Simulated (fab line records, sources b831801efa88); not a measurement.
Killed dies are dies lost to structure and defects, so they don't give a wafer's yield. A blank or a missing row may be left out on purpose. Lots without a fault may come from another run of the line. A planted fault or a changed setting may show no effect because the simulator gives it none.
fab line records | flow sky130
record lots=13 wafers=38 last_day=50
route steps=708 shown VIA2@507
lots that met no fault: from a run of the same line without faults
start_h: hours from the record's first day to the start of the lot's first wafer shown | wait_h: hours since the lot's step before | " the same as in the row above | L1.1+2: a row that stands for several wafers | - no value, or no start given | * or withheld: withheld | < > ~ a bound
route shown NAME@n: a module of which the file shows steps, and the number in the route of the first | usual: mean/standard deviation of fault-free wafers | same: alike in all rows | chamber/n: place in a boat | sites: the reading at each site | _std_site: their standard deviation | _edge_site: outer sites' mean less inner sites' | radius_mm: how far each site lies from the wafer's centre | mask NAME#n: copy n | behind: the tool/chamber that last shaped the wafer | hold: why the lot was held/for how many hours/how that ended | device: the transistor (n, p or np) that didn't switch | end of line: the same wafers' tests at the end of the route | a step without rows: its recipe alone | killed: dies lost to structure and defects at the first sort, not the wafer's yield | map: a wafer's dies, x killed, . not, _ none there
set.NAME: the setting as run; set.NAME@STEP: as run at that earlier step | model.NAME: the simulator's own value behind a step, which no gauge read
steps of the route over a sample of lots; a table a step, a row a wafer
services: from which hour (start_h, from the record's first day; less than 0 if before it) a tool's chamber was out of use, for how many hours, and why
## steps
# step SKY_VIA2_HDPCVD_00
# recipe material=SiO2 target_thk_nm=1180 sigma_open_frac=0.3 time_s=196.7 temp_c=400 sih4_flow_sccm=60 pressure_mtorr=6
# usual run_length_s=224.9/0.34 sih4_flow_sccm=60.01/0.18 susceptor_temp_C=400.00/0.24
# columns lot.wafer tool chamber start_h wait_h run_length_s sih4_flow_sccm susceptor_temp_C
L389.4 hdpcvd-02 2 818.62 0.1 224.6 60.23 400.09
L389.5 " 0 " " 224.9 60.18 400.67
L389.6 " 1 " " 225.2 59.89 399.70
L391.1 hdpcvd-02 0 832.43 0.0 224.8 59.57 400.15
L391.5 " 1 " " 225.1 60.10 399.80
L391.6 " 0 " " 225.8 59.85 400.07
L392.1 hdpcvd-02 2 844.79 0.0 224.7 59.87 399.88
L392.3 " 0 " " 224.9 60.31 399.87
L392.5 " 0 " " 225.4 60.14 399.85
L395.1 hdpcvd-01 1 871.40 0.0 224.5 59.98 399.78
L395.3 " 2 " " 224.9 59.85 399.69
L395.5 " 0 " " 224.9 60.12 400.41
L396.2 hdpcvd-01 2 876.92 0.0 224.9 59.85 400.20
L396.3 " 0 " " 225.1 59.83 399.90
L396.4 " 0 " " 224.9 59.91 399.62
L397.3 hdpcvd-01 1 888.06 0.0 225.0 59.75 400.00
L397.4 " 0 " " 225.3 60.01 400.45
L397.6 " 1 " " 225.1 59.89 400.47
L398.1 hdpcvd-02 1 893.05 0.0 224.6 60.30 400.12
L398.2 " 0 " " 225.3 60.15 399.98
L398.3 " 0 " " 225.1 60.17 399.84
L400.2 hdpcvd-02 1 905.28 0.0 224.9 59.86 399.72
L400.3 " 2 " " 224.5 60.03 400.08
L400.4 " 0 " " 224.9 59.87 400.23
L401.2 hdpcvd-01 1 909.21 0.0 224.9 60.10 400.22
L401.3 " 2 " " 224.5 60.11 400.08
L401.4 " 1 " " 224.8 59.82 400.15
L406.4 hdpcvd-02 0 949.13 0.1 175.4 59.75 -
L406.6 " 2 " " 225.0 59.98 400.25
L409.1 hdpcvd-01 2 968.52 0.0 224.2 60.15 399.97
L409.3 " 1 " " 224.4 60.13 400.23
L409.4 " 0 " " 225.5 59.43 400.19
L410.4 hdpcvd-01 0 976.78 0.1 225.9 60.14 399.76
L410.5 " 2 " " 224.5 59.87 399.99
L410.6 " 1 " " 224.9 59.90 400.00
L411.1 hdpcvd-01 2 982.68 0.0 224.9 60.13 400.10
L411.4 " 2 " " 224.4 59.99 400.01
L411.6 " 1 " " 225.4 59.63 400.17
# step SKY_VIA2_THK_MEAS_01
# recipe reads=SiO2_of_VIA2_HDPCVD_00
# usual VIA2_HDPCVD_THK=1181/11
# columns lot.wafer tool chamber start_h wait_h VIA2_HDPCVD_THK[nm]
L389.4 film_metro-01 - 818.71 0.0 1184
L389.5 " - " " 1187
L389.6 " - " " 1178
L391.1 film_metro-01 - 832.62 0.1 1152
L391.5 " - " " 1168
L391.6 " - " " 1168
L392.1 film_metro-04 - 844.92 0.1 1170
L392.3 " - " " 1169
L392.5 " - " " 1153
L395.1 film_metro-02 - 871.53 0.1 1180
L395.3 " - " " 1170
L395.5 " - " " 1165
L396.2 film_metro-04 - 877.06 0.1 1175
L396.3 " - " " 1180
L396.4 " - " " 1172
L397.3 film_metro-02 - 888.21 0.1 1170
L397.4 " - " " 1155
L397.6 " - " " 1178
L398.1 film_metro-01 - 893.24 0.1 1173
L398.2 " - " " 1169
L398.3 " - " " 1168
L400.2 film_metro-04 - 905.42 0.1 1183
L400.3 " - " " 1198
L400.4 " - " " 1196
L401.2 film_metro-04 - 909.35 0.1 1166
L401.3 " - " " 1188
L401.4 " - " " 1182
L406.4 film_metro-04 - 949.22 0.0 883
L406.6 " - " " 1195
L409.1 film_metro-01 - 968.65 0.1 1173
L409.3 " - " " 1179
L409.4 " - " " 1176
L410.4 film_metro-02 - 976.87 0.0 1189
L410.5 " - " " 1184
L410.6 " - " " 1185
L411.1 film_metro-02 - 982.81 0.1 1178
L411.4 " - " " 1170
L411.6 " - " " 1169
## services
# columns tool chamber start_h hours kind
hdpcvd-02 2 828.94 3.7 repair
hdpcvd-02 2 887.04 15.1 repair
hdpcvd-02 - 916.83 1.4 repair
hdpcvd-01 - 950.25 15.0 pm
hdpcvd-01 0 950.25 15.0 vent_cycle
hdpcvd-01 1 950.25 15.0 vent_cycle
hdpcvd-01 2 950.25 15.0 vent_cycle
hdpcvd-01 0 965.25 - clean
hdpcvd-01 1 965.25 - clean
hdpcvd-01 2 965.25 - clean
## key
first_sign step=SKY_VIA2_HDPCVD_00 reading=run_length_s direction=down sigmas=99+ usual=* struck=*
effect step=SKY_VIA2_THK_MEAS_01 reading=VIA2_HDPCVD_THK direction=down sigmas=27 usual=1181 struck=883
met_at SKY_VIA2_HDPCVD_00
struck_lots L406
struck_wafers L406.4
onset_between 905.28 949.13
fault kind=process_parameter_drift tool=hdpcvd-02 chamber=- onset_h=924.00 steps=SKY_VIA2_HDPCVD_00 channel=time_s offset=* shape=step end_h=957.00 scope=struck_wafers_only acts_in=* stated=*
